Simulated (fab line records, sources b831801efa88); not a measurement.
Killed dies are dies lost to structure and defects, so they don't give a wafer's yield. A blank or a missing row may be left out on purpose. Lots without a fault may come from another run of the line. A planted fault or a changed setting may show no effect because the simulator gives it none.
Chamber matching | flow gf180mcu | GF_CONTACT_CVD_00 on hdpcvd-01: 3 sister chambers
The step deposits SiO2, target thk 300 nm, time 50 s. 14 wafers are shown with their chamber, then 6 later ones without.

WAFERS WITH THEIR CHAMBER
wafer  | chamber | sih4_flow_sccm (sccm)
L783.1 | 2       | 60.31
L783.3 | 1       | 60.20
L783.5 | 1       | 60.17
L786.2 | 1       | 59.95
L786.4 | 1       | 60.10
L786.5 | 2       | 59.76
L791.1 | 2       | 59.97
L791.2 | 1       | 59.91
L791.6 | 1       | 60.27
L792.1 | 0       | 60.09
L792.3 | 2       | 59.97
L792.6 | 1       | 59.98
L794.2 | 1       | 60.20
L794.5 | 2       | 60.17

SIGNATURES (means of the wafers above)
reading        | chamber 0 | chamber 1 | chamber 2 | scatter within a chamber
sih4_flow_sccm | 60.0900   | 60.0975   | 60.0360   | 0.166
Rule: a wafer's distance from a chamber is the root of the sum, over the readings, of the square of ((its reading less the chamber's mean) divided by the reading's scatter). The wafer belongs to the nearest chamber; if the next one is less than 2 further off, it can't be placed. The scatter: the root of (the sum of the squares of (reading less its chamber's mean) over the shown wafers, divided by (wafers less chambers)).

WAFERS WITHOUT THEIR CHAMBER
wafer  | sih4_flow_sccm (sccm)
L794.6 | 60.17
L795.3 | 60.09
L795.4 | 60.44
L795.6 | 59.94
L796.3 | 59.95
L796.4 | 59.69

WHICH CHAMBER EACH WENT THROUGH
wafer  | from the rows above          | in truth
L794.6 | can't be placed: 1 or 0 or 2 | 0
L795.3 | can't be placed: 0 or 1 or 2 | 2
L795.4 | can't be placed: 1 or 0 or 2 | 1
L795.6 | can't be placed: 2 or 0 or 1 | 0
L796.3 | can't be placed: 2 or 0 or 1 | 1
L796.4 | can't be placed: 2 or 0 or 1 | 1
Placed correctly: 0 of 6. Can't be placed from these rows: 6 (the true chamber is among the candidates in 6). Placed wrongly: 0.
